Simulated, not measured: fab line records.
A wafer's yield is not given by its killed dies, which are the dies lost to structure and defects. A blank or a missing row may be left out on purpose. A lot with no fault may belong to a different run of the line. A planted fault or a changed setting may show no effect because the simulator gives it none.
The tool behind it: which one? | flow sky130 | 9 lots, 27 wafers sampled, at 6 steps of a route of 708

WHAT THE GAUGES READ, wafer by wafer
SKY_VIA2_RS_MEAS_22: measurement is done with a four-point probe. Usual: for VIA2_W_RS the level is 0.273 ohm/sq and the standard deviation is 0.0031.
lot  | measured     | on           | VIA2_W_RS (ohm/sq) | flag
L612 | day 37 05:25 | filmMetro-03 | 0.270 0.268 0.274  | 
L618 | day 39 06:14 | filmMetro-03 | 0.270 0.271 0.274  | 
L621 | day 40 01:14 | filmMetro-04 | 0.269 0.273 0.275  | 
L622 | day 40 08:02 | filmMetro-04 | 0.268 0.273 0.268  | 
L623 | day 40 16:13 | filmMetro-01 | 0.266 0.267 0.270  | 
L630 | day 42 05:19 | filmMetro-04 | 0.274 0.274 0.272  | 
L631 | day 42 11:37 | filmMetro-04 | 0.272 0.278 0.270  | 
L632 | day 42 22:08 | filmMetro-03 | 0.274 0.277 0.274  | 
L633 | day 43 01:31 | filmMetro-04 | 0.272 0.273 0.274  | 

SKY_VIA3_THK_MEAS_01. Usual: for VIA3_HDPCVD_THK the level is 1629 nm and the standard deviation is 15.
lot  | measured     | on           | VIA3_HDPCVD_THK (nm) | flag
L612 | day 39 08:04 | filmMetro-02 | 1616 1606 1614       | 
L618 | day 41 08:56 | filmMetro-02 | 1642 1646 1655       | 
L623 | day 42 16:26 | filmMetro-02 | 1618 1618 1617       | 
L630 | day 44 03:21 | filmMetro-03 | 1640 1636 1634       | 
L631 | day 44 11:05 | filmMetro-02 | 1629 1645 1638       | 
L632 | day 44 21:20 | filmMetro-03 | 1659 1662 1654       | 
L633 | day 45 01:10 | filmMetro-02 | 1637 1630 1627       | 

TOOL THAT RAN EACH LOT (tool first, then ch and the chambers of the sampled wafers, then the start)
lot  | SKY_CAPM_SPUTTER_02         | SKY_METAL3_ETCH_16               | SKY_METAL3_ETCH_17                | SKY_METAL3_METAL_ETCH_18
L612 | pvdSputter-04, day 37 06:08 | rieMetal-03 ch 0,1, day 39 07:00 | rieDiel-03 ch 0,1,2, day 39 07:06 | rieMetal-01 ch 0, day 39 07:07
L618 | pvdSputter-04, day 39 06:53 | rieMetal-03 ch 0,1, day 41 07:40 | rieDiel-02 ch 0,1,3, day 41 07:45 | rieMetal-04 ch 0,1, day 41 07:49
L621 | pvdSputter-04, day 40 01:58 | rieMetal-01 ch 0,1, day 42 01:51 | rieDiel-01 ch 0,1,2, day 42 01:57 | rieMetal-04 ch 0,1, day 42 01:58
L622 | pvdSputter-02, day 40 08:46 | rieMetal-03 ch 0,1, day 42 08:55 | rieDiel-01 ch 1,3, day 42 09:01   | rieMetal-01 ch 1, day 42 09:02
L623 | pvdSputter-04, day 40 16:54 | rieMetal-04 ch 0,1, day 42 15:18 | rieDiel-01 ch 0,2,3, day 42 15:22 | rieMetal-03 ch 0,1, day 42 15:27
L630 | pvdSputter-04, day 42 06:02 | rieMetal-03 ch 0,1, day 44 02:17 | rieDiel-01 ch 0,1,2, day 44 02:23 | rieMetal-04 ch 0,1, day 44 02:25
L631 | pvdSputter-02, day 42 12:19 | rieMetal-04 ch 0,1, day 44 10:01 | rieDiel-02 ch 0,1, day 44 10:07   | rieMetal-03 ch 0, day 44 10:08
L632 | pvdSputter-04, day 42 22:51 | rieMetal-03 ch 0,1, day 44 20:17 | rieDiel-02 ch 0,2,3, day 44 20:23 | rieMetal-04 ch 0,1, day 44 20:25
L633 | pvdSputter-04, day 43 02:14 | rieMetal-04 ch 0,1, day 45 00:01 | rieDiel-02 ch 1,2,3, day 45 00:07 | rieMetal-01 ch 0,1, day 45 00:08
- SKY_CAPM_SPUTTER_02: material TiN, target thk 200 nm, time 166.7 s.
- SKY_METAL3_ETCH_16: etches BARC in N2/H2, stops on SiO2, time 88.2 s, target depth 60 nm.
- SKY_METAL3_ETCH_17: etches SiO2 in C4F8/O2/Ar, stops on TiN, time 3.9 s, target depth 15 nm.
- SKY_METAL3_METAL_ETCH_18: etches the open film in Cl2/BCl3, stops on SiO2, target depth 845 nm, time 183.1 s.

WHAT THE TOOLS THEMSELVES READ (means of the sampled wafers that have a number; where no wafer has one, the mark that the record gives instead)
SKY_CAPM_SPUTTER_02. Usual: susceptorTempC 299.96 C, standard deviation 0.2; throttleValvePct 30.4 %, standard deviation 1.7.
lot  | tool          | susceptorTempC (C) | throttleValvePct (%) | flag
L612 | pvdSputter-04 | 299.99             | 31.4                 | 
L618 | pvdSputter-04 | 299.96             | 31.7                 | 
L621 | pvdSputter-04 | 299.85             | 31.7                 | 
L622 | pvdSputter-02 | 299.86             | 28.6                 | 
L623 | pvdSputter-04 | 299.96             | 30.9                 | 
L630 | pvdSputter-04 | 300.06             | 30.5                 | 
L631 | pvdSputter-02 | 300.07             | 29.7                 | 
L632 | pvdSputter-04 | 299.92             | 30.9                 | 
L633 | pvdSputter-04 | 299.84             | 31.1                 | 

SKY_METAL3_ETCH_16. Usual: biasW 100.0 W, standard deviation 0.3; chamberPressureMTorr 29.999 mTorr, standard deviation 0.029; drypumpMotorCurrentA 6.1 A, standard deviation 0.43; h2FlowSccm 200.0 sccm, standard deviation 0.67; oesProductAu 0.627 a.u., standard deviation 0.0042; throttleValvePct 13.205 %, standard deviation 0.0096.
lot  | tool        | biasW (W) | chamberPressureMTorr (mTorr) | drypumpMotorCurrentA (A) | h2FlowSccm (sccm) | oesProductAu (a.u.) | throttleValvePct (%) | flag
L612 | rieMetal-03 | 99.6      | 29.982                       | 6.3                      | 199.1             | 0.628               | 13.212               | 
L618 | rieMetal-03 | 99.9      | 30.021                       | 6.4                      | 200.5             | 0.626               | 13.207               | 
L621 | rieMetal-01 | -         | -                            | -                        | -                 | -                   | -                    | OFF
L622 | rieMetal-03 | -         | -                            | -                        | -                 | -                   | -                    | OFF
L623 | rieMetal-04 | 99.9      | 29.972                       | 5.6                      | 200.2             | 0.626               | 13.199               | 
L630 | rieMetal-03 | 100.2     | 29.978                       | 6.3                      | 200.4             | 0.628               | 13.210               | 
L631 | rieMetal-04 | 99.8      | 30.020                       | 5.6                      | 200.4             | 0.629               | 13.202               | 
L632 | rieMetal-03 | 100.1     | 30.007                       | 6.3                      | 200.8             | 0.629               | 13.206               | 
L633 | rieMetal-04 | 99.8      | 29.989                       | 5.6                      | 200.7             | 0.630               | 13.200               | 

SKY_METAL3_ETCH_17. Usual: biasW 1200 W, standard deviation 3.6; chamberPressureMTorr 39.99 mTorr, standard deviation 0.032; oesProductAu 0.755 a.u., standard deviation 0.0071.
lot  | tool       | biasW (W) | chamberPressureMTorr (mTorr) | oesProductAu (a.u.) | flag
L612 | rieDiel-03 | 1203      | 39.96                        | 0.753               | 
L618 | rieDiel-02 | 1199      | 40.00                        | 0.763               | 
L621 | rieDiel-01 | 1205      | 40.02                        | 0.373               | OFF
L622 | rieDiel-01 | 1199      | 39.99                        | 0.375               | OFF
L623 | rieDiel-01 | 1198      | 40.01                        | 0.749               | 
L630 | rieDiel-01 | 1197      | 40.02                        | 0.759               | 
L631 | rieDiel-02 | 1202      | 40.02                        | 0.750               | 
L632 | rieDiel-02 | 1200      | 39.99                        | 0.761               | 
L633 | rieDiel-02 | 1198      | 39.97                        | 0.754               | 

SKY_METAL3_METAL_ETCH_18. Usual: bcl3FlowSccm 30.00 sccm, standard deviation 0.093; biasW 48.50 W, standard deviation 0.14; drypumpMotorCurrentA 6.0 A, standard deviation 0.43; oesProductAu 0.868 a.u., standard deviation 0.0072; throttleValvePct 22.264 %, standard deviation 0.0086.
lot  | tool        | bcl3FlowSccm (sccm) | biasW (W) | drypumpMotorCurrentA (A) | oesProductAu (a.u.) | throttleValvePct (%) | flag
L612 | rieMetal-01 | 29.99               | 48.66     | 5.7                      | 0.871               | 22.268               | 
L618 | rieMetal-04 | 29.93               | 48.62     | 6.0                      | 0.861               | 22.270               | 
L621 | rieMetal-04 | 29.97               | 48.52     | 5.6                      | 0.375               | 22.267               | OFF
L622 | rieMetal-01 | 30.01               | 48.36     | 6.2                      | 0.375               | 22.262               | OFF
L623 | rieMetal-03 | 30.02               | 48.59     | 6.3                      | 0.876               | 22.262               | 
L630 | rieMetal-04 | 29.94               | 48.44     | 5.6                      | 0.872               | 22.270               | 
L631 | rieMetal-03 | 29.91               | 48.50     | 6.4                      | 0.876               | 22.270               | 
L632 | rieMetal-04 | 30.04               | 48.26     | 5.6                      | 0.866               | 22.266               | 
L633 | rieMetal-01 | 29.91               | 48.72     | 6.0                      | 0.874               | 22.272               | 

THE ANSWER, worked out from the rows above alone
Rule: take the mean of a lot's wafers that have a number; if it is more than 3 standard deviations from the usual mean, the lot is off. Also off: a lot with no number at a reading for which 4 or more lots have one. All remaining lots with rows at the step are treated as sound. The gauges are gone through in route order, then the tools' own readings, and for those a lot's mean is taken as printed above. At the first step where some lot is off, the reading lying furthest off is the one used; lots without a number count as furthest.
Off, at SKY_METAL3_ETCH_16 on biasW: L621, L622. Without a number there: L621, L622.
A tool fits if, at that step or a process step before it, it ran every lot that is off, and no sound lot after the first of them. No candidate that was tried fits.

WHAT HAD BEEN PUT IN BY THE SIMULATOR
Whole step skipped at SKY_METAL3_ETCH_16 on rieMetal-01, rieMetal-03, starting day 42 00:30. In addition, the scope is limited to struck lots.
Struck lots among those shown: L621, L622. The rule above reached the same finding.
